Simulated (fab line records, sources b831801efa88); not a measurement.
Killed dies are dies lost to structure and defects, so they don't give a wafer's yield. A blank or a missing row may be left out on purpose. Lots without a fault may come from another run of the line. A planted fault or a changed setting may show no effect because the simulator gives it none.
A struck lot beside a sound one | flow sky130 | 14 steps out of a route of 708
Sound: wafers L186.1, L186.4, L186.6. Struck: wafers L194.1, L194.2, L194.6. The cause comes at the end.
At each step with rows: each side's tool, then ch and its chambers, then its first start. Under that, the readings that differ: sound wafers | struck wafers | difference of the means | sigmas: that difference in standard deviations of wafers without a fault.
alike: readings whose means differ by less than 2 such deviations, and words and numbers that are the same on both sides. not compared: withheld readings, readings that some wafer has no value for, bounds like >300 that may hide the same value, and numbers for which the record gives no deviation and whose values overlap.
The two part at a step that has a row with sigmas, a row that says differs or no value, or rows on one side only. Numbers that don't overlap but have no deviation are shown without sigmas and don't part them. A reading that every wafer of one side lacks parts them only if that side has two wafers or more.

first, 3 steps without rows for these wafers: SKY_POLY_CUT_EXPOSE_05 (exposes mask NPCM, target cd 270 nm); SKY_POLY_CUT_PEB_06; SKY_POLY_CUT_DEVELOP_07 (develop time 60 s).
SKY_POLY_CUT_CD_MEAS_08: target cd 270 nm.
  sound on cd_sem-01, day 24 06:56; struck on cd_sem-01, day 27 10:40
  alike: cd_nm
SKY_POLY_CUT_OVL_MEAS_09:
  sound on overlay-02, day 24 07:03; struck on overlay-02, day 27 10:47
  alike: POLY_CUT_OVL
SKY_POLY_CUT_ETCH_10: etches BARC in N2/H2, stops on SiO2, time 45.9 s, target depth 60 nm.
  sound on rie_diel-03 ch 0,3, day 24 07:05; struck on rie_diel-04 ch 0,1, day 27 10:49
  alike: drypump_motor_current_A, oes_product_au, throttle_valve_pct
  not compared: rf_hours_counter_h
SKY_POLY_CUT_ETCH_11: etches Si3N4 in CF4/CH2F2/Ar, stops on poly-Si, time 42.5 s, target depth 60 nm.
  sound on rie_diel-03 ch 0,3, day 24 07:08; struck on rie_diel-04 ch 0,1, day 27 10:52
  alike: drypump_motor_current_A, oes_product_au, throttle_valve_pct
  not compared: rf_hours_counter_h
SKY_POLY_CUT_STRIP_12: strips in O2/N2.
  sound on plasma_asher-04 ch 0, day 24 07:10; struck on plasma_asher-01 ch 0,1, day 27 10:55
  reading                     | sound       | struck      | difference | sigmas
  drypump_motor_current_A (A) | 5.3 5.3 5.3 | 5.4 6.6 6.6 | +0.9       | +2
  alike: oes_product_au, strip_time_to_endpoint_s
  not compared: rf_hours_counter_h
then, 4 steps without rows for these wafers: SKY_SD_P_DEHYDRATE_00 (time 60 s); SKY_SD_P_HMDS_01 (prime time 60 s); SKY_SD_P_COAT_02 (resist thk 1140 nm); SKY_SD_P_SOFTBAKE_03 (time 60 s).
SKY_SD_P_EXPOSE_04: exposes mask PSDM, target cd 380 nm.
  sound on iline_stepper-02 ch 0, day 24 22:01; struck on iline_stepper-02, day 28 01:04
  no value came back on the struck wafers for exposure_dose_mJ_cm2, focus_offset_nm (nm); on the sound wafers exposure_dose_mJ_cm2 reads 137.98 137.80 138.13
  alike: mask
then, 1 step without rows for these wafers: SKY_SD_P_PEB_05.

WHERE THEY PART
First at SKY_POLY_CUT_STRIP_12; last, within this record, at SKY_SD_P_EXPOSE_04.

WHY: what the simulator had put in
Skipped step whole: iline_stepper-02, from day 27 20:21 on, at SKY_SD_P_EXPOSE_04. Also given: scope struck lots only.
